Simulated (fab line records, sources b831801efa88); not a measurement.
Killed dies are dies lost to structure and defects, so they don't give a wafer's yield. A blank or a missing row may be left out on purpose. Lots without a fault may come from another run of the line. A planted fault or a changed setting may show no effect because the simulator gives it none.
A struck lot beside a sound one | flow sky130 | 19 steps out of a route of 708
Sound: wafers L731.2, L731.4, L731.6. Struck: wafers L740.2, L740.3. (L740.6 of the same lot was not struck and is left out.) The cause comes at the end.
At each step with rows: each side's tool, then ch and its chambers, then its first start. Under that, the readings that differ: sound wafers | struck wafers | difference of the means | sigmas: that difference in standard deviations of wafers without a fault.
alike: readings whose means differ by less than 2 such deviations, and words and numbers that are the same on both sides. not compared: withheld readings, readings that some wafer has no value for, bounds like >300 that may hide the same value, and numbers for which the record gives no deviation and whose values overlap.
The two part at a step that has a row with sigmas, a row that says differs or no value, or rows on one side only. Numbers that don't overlap but have no deviation are shown without sigmas and don't part them. A reading that every wafer of one side lacks parts them only if that side has two wafers or more.

first, 1 step without rows for these wafers: SKY_POLY_CUT_DEVELOP_07 (develop time 60 s).
SKY_POLY_CUT_CD_MEAS_08: target cd 270 nm.
  sound on cd_sem-02, day 28 12:14; struck on cd_sem-02, day 31 03:52
  alike: cd_nm
SKY_POLY_CUT_OVL_MEAS_09:
  sound on overlay-01, day 28 12:21; struck on overlay-01, day 31 03:59
  alike: POLY_CUT_OVL
SKY_POLY_CUT_ETCH_10: etches BARC in N2/H2, stops on SiO2, time 45.9 s, target depth 60 nm.
  sound on rie_diel-03 ch 0,2,3, day 28 12:23; struck on rie_diel-02 ch 2,3, day 31 04:01
  alike: drypump_motor_current_A, oes_product_au, rf_fwd_power_W, throttle_valve_pct
  not compared: rf_hours_counter_h
SKY_POLY_CUT_ETCH_11: etches Si3N4 in CF4/CH2F2/Ar, stops on poly-Si, time 42.5 s, target depth 60 nm.
  sound on rie_diel-03 ch 0,2,3, day 28 12:25; struck on rie_diel-02 ch 2,3, day 31 04:03
  reading               | sound             | struck      | difference | sigmas
  oes_product_au (a.u.) | 0.819 0.822 0.816 | 0.833 0.834 | +0.014     | +2
  alike: drypump_motor_current_A, rf_fwd_power_W, throttle_valve_pct
  not compared: rf_hours_counter_h
SKY_POLY_CUT_STRIP_12: strips in O2/N2.
  sound on plasma_asher-02 ch 1, day 28 12:28; struck on plasma_asher-04 ch 0,1, day 31 04:05
  alike: drypump_motor_current_A, oes_product_au, strip_time_to_endpoint_s
  not compared: rf_hours_counter_h
then, 6 steps without rows for these wafers: SKY_SD_P_DEHYDRATE_00 (time 60 s); SKY_SD_P_HMDS_01 (prime time 60 s); SKY_SD_P_COAT_02 (resist thk 1140 nm); SKY_SD_P_SOFTBAKE_03 (time 60 s); SKY_SD_P_EXPOSE_04 (exposes mask PSDM, target cd 380 nm); SKY_SD_P_PEB_05.
SKY_SD_P_DEVELOP_06: develop time 60 s.
  sound on litho_track-02 ch 0, day 29 16:34; struck on litho_track-02 ch 0, day 32 06:28
  alike: exhaust_pa, resist_line_temp_C
SKY_SD_P_OVL_MEAS_08:
  sound on overlay-01, day 29 16:49; struck on overlay-01, day 32 06:43
  alike: SD_P_OVL
then, 1 step without rows for these wafers: SKY_SD_P_IMPLANT_09.
SKY_SD_P_STRIP_10: strips in O2/N2.
  sound on plasma_asher-02 ch 0,1, day 29 17:00; struck on plasma_asher-02 ch 0,1, day 32 06:54
  alike: drypump_motor_current_A, oes_product_au, strip_time_to_endpoint_s
  not compared: rf_hours_counter_h
SKY_SD_P_TW_MEAS_11:
  sound on film_metro-04, day 29 17:07; struck on film_metro-01, day 32 07:01
  reading | sound          | struck | difference | sigmas
  SD_P_TW | 2835 2838 2823 | 29 29  | -2803      | -99 or more
then, 1 step without rows for these wafers: SKY_RES_XHIGH_DEHYDRATE_00 (time 60 s).
-- the record jumps here: 18 days lie between the struck wafers' starts before and after (it left off in module RES_XHIGH and takes up again in module PAD_OPEN, whose first step shown is number 708 of the route) --
SKY_PAD_OPEN_PROBE_99:
  sound on prober-02, day 48 18:37; struck on prober-02, day 50 13:58
  reading             | sound    | struck  | difference | sigmas
  killed_at_front_end | 17 24 17 | 415 423 | +400       | +87
  killed_dies         | 91 93 88 | 492 492 | +401       | +41
  killed_on_rim       | 17 22 20 | 96 96   | +76        | +21
  alike: killed_at_M0_to_M3, killed_at_M4_up, killed_at_contacts, killed_at_other, killed_open, killed_short

WHERE THEY PART
First at SKY_POLY_CUT_ETCH_11; last, within this record, at SKY_PAD_OPEN_PROBE_99.

WHY: what the simulator had put in
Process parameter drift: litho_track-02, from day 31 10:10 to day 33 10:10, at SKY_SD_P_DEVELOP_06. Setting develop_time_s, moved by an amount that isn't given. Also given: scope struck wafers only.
